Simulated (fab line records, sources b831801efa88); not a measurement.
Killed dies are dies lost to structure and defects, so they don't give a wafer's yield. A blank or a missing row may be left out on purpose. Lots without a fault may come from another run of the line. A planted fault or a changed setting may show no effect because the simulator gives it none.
Which tool did it? | flow gf180mcu | 13 lots, 39 wafers sampled, at 7 steps of a route of 602

WHAT THE GAUGES READ, wafer by wafer
GF_STI_BOW_MEAS_00.
lot  | measured    | on            | INCOMING_BOW (um)
L500 | day 1 20:00 | film_metro-01 | -1 -4 -1
L501 | day 2 01:01 | film_metro-04 | -5 -3 4
L502 | day 2 06:00 | film_metro-01 | 4 10 -11
L506 | day 3 02:00 | film_metro-01 | 0 3 10
L507 | day 3 07:00 | film_metro-04 | 0 -2 -2
L510 | day 3 22:00 | film_metro-01 | -9 -2 1
L511 | day 4 03:04 | film_metro-02 | 2 -8 6
L512 | day 4 08:00 | film_metro-04 | -1 2 7
L516 | day 5 04:00 | film_metro-04 | 1 -2 8
L517 | day 5 09:00 | film_metro-01 | 2 -2 3
L518 | day 5 14:00 | film_metro-01 | 4 18 -4
L520 | day 6 00:01 | film_metro-01 | -1 -6 10
L521 | day 6 05:02 | film_metro-04 | 0 -6 2

GF_VT_IMPLANT_OVL_MEAS_18.
lot  | measured     | on         | VT_IMPLANT_01_OVL (nm)
L500 | day 6 22:43  | overlay-02 | -1.7 0.8 0.4
L501 | day 7 06:58  | overlay-02 | 1.2 0.9 0.3
L502 | day 7 11:20  | overlay-01 | -0.2 0.2 -0.3
L506 | day 8 10:34  | overlay-01 | -0.2 -1.9 0.4
L507 | day 8 17:49  | overlay-01 | 0.9 0.3 0.8
L510 | day 9 09:05  | overlay-02 | - - -
L511 | day 9 15:50  | overlay-01 | - - -
L512 | day 9 22:13  | overlay-01 | - - -
L516 | day 11 00:28 | overlay-01 | 1.2 -0.5 0.0
L517 | day 11 05:19 | overlay-02 | -1.8 -0.2 -1.4
L518 | day 11 11:53 | overlay-01 | 2.9 0.8 0.5
L520 | day 12 00:14 | overlay-02 | 1.0 1.8 0.6
L521 | day 12 05:23 | overlay-01 | -1.3 -1.8 0.6

GF_VT_IMPLANT_TW_MEAS_32.
lot  | measured     | on            | VT_IMPLANT_3_TW
L500 | day 7 15:09  | film_metro-03 | 271 272 273
L501 | day 7 23:11  | film_metro-02 | 270 268 268
L502 | day 8 03:10  | film_metro-01 | 262 262 262
L506 | day 9 03:40  | film_metro-02 | 270 269 270
L507 | day 9 10:57  | film_metro-01 | 266 265 266
L510 | day 10 02:45 | film_metro-03 | 1229 1230 1227
L511 | day 10 09:59 | film_metro-01 | 1195 1190 1200
L512 | day 10 16:19 | film_metro-01 | 1194 1191 1206
L516 | day 11 19:45 | film_metro-01 | 266 266 268
L517 | day 12 00:24 | film_metro-02 | 269 269 269
L518 | day 12 06:55 | film_metro-02 | 269 268 269
L520 | day 12 20:07 | film_metro-01 | 267 266 267
L521 | day 13 01:26 | film_metro-03 | 271 271 273

GF_VT_IMPLANT_TW_MEAS_43.
lot  | measured     | on            | VT_IMPLANT_4_TW
L500 | day 8 07:24  | film_metro-03 | 706 703 702
L501 | day 8 15:17  | film_metro-02 | 684 689 691
L502 | day 8 19:42  | film_metro-02 | 689 691 691
L506 | day 9 21:21  | film_metro-02 | 693 693 696
L507 | day 10 04:54 | film_metro-01 | 684 682 680
L510 | day 10 21:00 | film_metro-03 | 1301 1287 1298
L511 | day 11 04:17 | film_metro-01 | 1263 1266 1265
L512 | day 11 11:03 | film_metro-02 | 1270 1281 1281
L516 | day 12 15:27 | film_metro-02 | 690 691 694
L517 | day 12 19:48 | film_metro-01 | 685 684 686
L518 | day 13 02:36 | film_metro-02 | 685 694 691
L520 | day 13 16:07 | film_metro-02 | 691 692 695
L521 | day 13 21:53 | film_metro-03 | 700 699 702

GF_DUAL_GATE_THK_MEAS_03.
lot  | measured     | on            | DUAL_GATE_OXIDATION_00_THK (nm)
L500 | day 8 09:44  | film_metro-02 | 10.79 10.66 10.65
L501 | day 8 17:36  | film_metro-04 | 10.59 10.49 10.59
L502 | day 8 22:38  | film_metro-02 | 10.92 10.83 10.70
L506 | day 10 01:52 | film_metro-02 | 10.64 10.68 10.68
L507 | day 10 07:14 | film_metro-02 | 10.86 10.87 10.93
L516 | day 12 17:51 | film_metro-04 | 10.95 11.09 10.98
L517 | day 12 23:08 | film_metro-02 | 10.96 10.87 10.92
L518 | day 13 06:08 | film_metro-01 | 11.02 11.11 10.86
L520 | day 13 18:32 | film_metro-04 | 11.04 11.04 10.88
L521 | day 14 00:12 | film_metro-01 | 10.80 10.86 10.68

GF_HV_LDD_CD_MEAS_31: target cd 400 nm.
lot  | measured     | on        | cd_nm (nm)
L500 | day 12 11:05 | cd_sem-01 | 399.4 399.3 397.9
L501 | day 12 15:51 | cd_sem-01 | 400.8 401.7 398.8
L502 | day 12 22:23 | cd_sem-01 | 399.7 397.1 398.9
L506 | day 14 09:08 | cd_sem-01 | 400.0 400.6 402.1
L507 | day 14 15:20 | cd_sem-02 | 402.2 402.4 401.8
L516 | day 17 11:32 | cd_sem-01 | 400.0 401.3 398.8
L517 | day 17 17:11 | cd_sem-02 | 398.2 398.1 401.3
L518 | day 17 22:32 | cd_sem-01 | 404.7 403.9 402.8
L520 | day 18 15:33 | cd_sem-01 | 401.4 399.6 401.1
L521 | day 18 20:12 | cd_sem-02 | 399.0 401.7 400.9

WHICH TOOL RAN EACH LOT (tool, then ch and the chambers of the sampled wafers, then the start)
lot  | GF_VT_IMPLANT_COAT_13
L500 | litho_track-04 ch 0, day 6 14:55
L501 | litho_track-02 ch 0, day 6 22:55
L502 | litho_track-03 ch 0, day 7 03:13
L506 | litho_track-04 ch 0, day 8 01:49
L507 | litho_track-04 ch 0, day 8 09:28
L510 | litho_track-04, day 9 00:25
L511 | litho_track-03, day 9 07:05
L512 | litho_track-03, day 9 12:55
L516 | litho_track-03 ch 0, day 10 14:58
L517 | litho_track-03 ch 0, day 10 20:10
L518 | litho_track-02 ch 0, day 11 02:17
L520 | litho_track-04 ch 0, day 11 14:41
L521 | litho_track-04 ch 0, day 11 20:10
- GF_VT_IMPLANT_COAT_13: resist thk 1000 nm.

WHAT THE TOOLS THEMSELVES READ (means of the sampled wafers that have a number; where no wafer has one, the mark that the record gives instead)
GF_VT_IMPLANT_COAT_13.
lot  | tool           | chill_plate_temp_C (C) | dispense_pressure_kPa (kPa) | resist_line_temp_C (C)
L500 | litho_track-04 | 23.04                  | 49.3                        | 22.90
L501 | litho_track-02 | 22.92                  | 51.1                        | 22.88
L502 | litho_track-03 | 23.06                  | 50.3                        | 22.87
L506 | litho_track-04 | 22.93                  | 49.3                        | 22.97
L507 | litho_track-04 | 22.91                  | 49.3                        | 23.10
L510 | litho_track-04 | -                      | -                           | -
L511 | litho_track-03 | -                      | -                           | -
L512 | litho_track-03 | -                      | -                           | -
L516 | litho_track-03 | 23.06                  | 50.3                        | 23.06
L517 | litho_track-03 | 23.04                  | 50.3                        | 22.91
L518 | litho_track-02 | 22.93                  | 51.1                        | 23.11
L520 | litho_track-04 | 23.05                  | 49.3                        | 23.07
L521 | litho_track-04 | 23.11                  | 49.3                        | 22.90

THE ANSWER, worked out from the rows above alone
Rule: what is usual is taken from the lots themselves. Put in order of their means at a reading, lots are off if they are a third of the lots or fewer, leave a main group of 4 or more, and stand apart from it by a gap of 3 or more times the standard deviation of the main group's means; of several such gaps the widest counts. A main group whose means are all the same, to the digits that the tables above print for the reading, isn't used. A lot without any number at a reading at which 4 lots or more have one is off too. The other lots that the step has rows for count as sound. The gauges are gone through in route order, then the tools' own readings, and for those a lot's mean is taken as printed above. The first step at which some lot is off is used, and at that step the reading that is off furthest; a lot without a number counts as furthest.
Off: L510, L511, L512, at GF_VT_IMPLANT_OVL_MEAS_18 (VT_IMPLANT_01_OVL). Without a number there: L510, L511, L512. The main group: mean 0.1 nm, standard deviation 0.81.
A tool fits if, at a process step before that reading, it ran every lot that is off, and no sound lot after the first of them. The gauges at GF_VT_IMPLANT_OVL_MEAS_18 aren't tried: what is off there is off at GF_VT_IMPLANT_TW_MEAS_32 too, on other tools, and a gauge's error can't cause that. None of those tried fits.

WHAT THE SIMULATOR HAD PUT IN
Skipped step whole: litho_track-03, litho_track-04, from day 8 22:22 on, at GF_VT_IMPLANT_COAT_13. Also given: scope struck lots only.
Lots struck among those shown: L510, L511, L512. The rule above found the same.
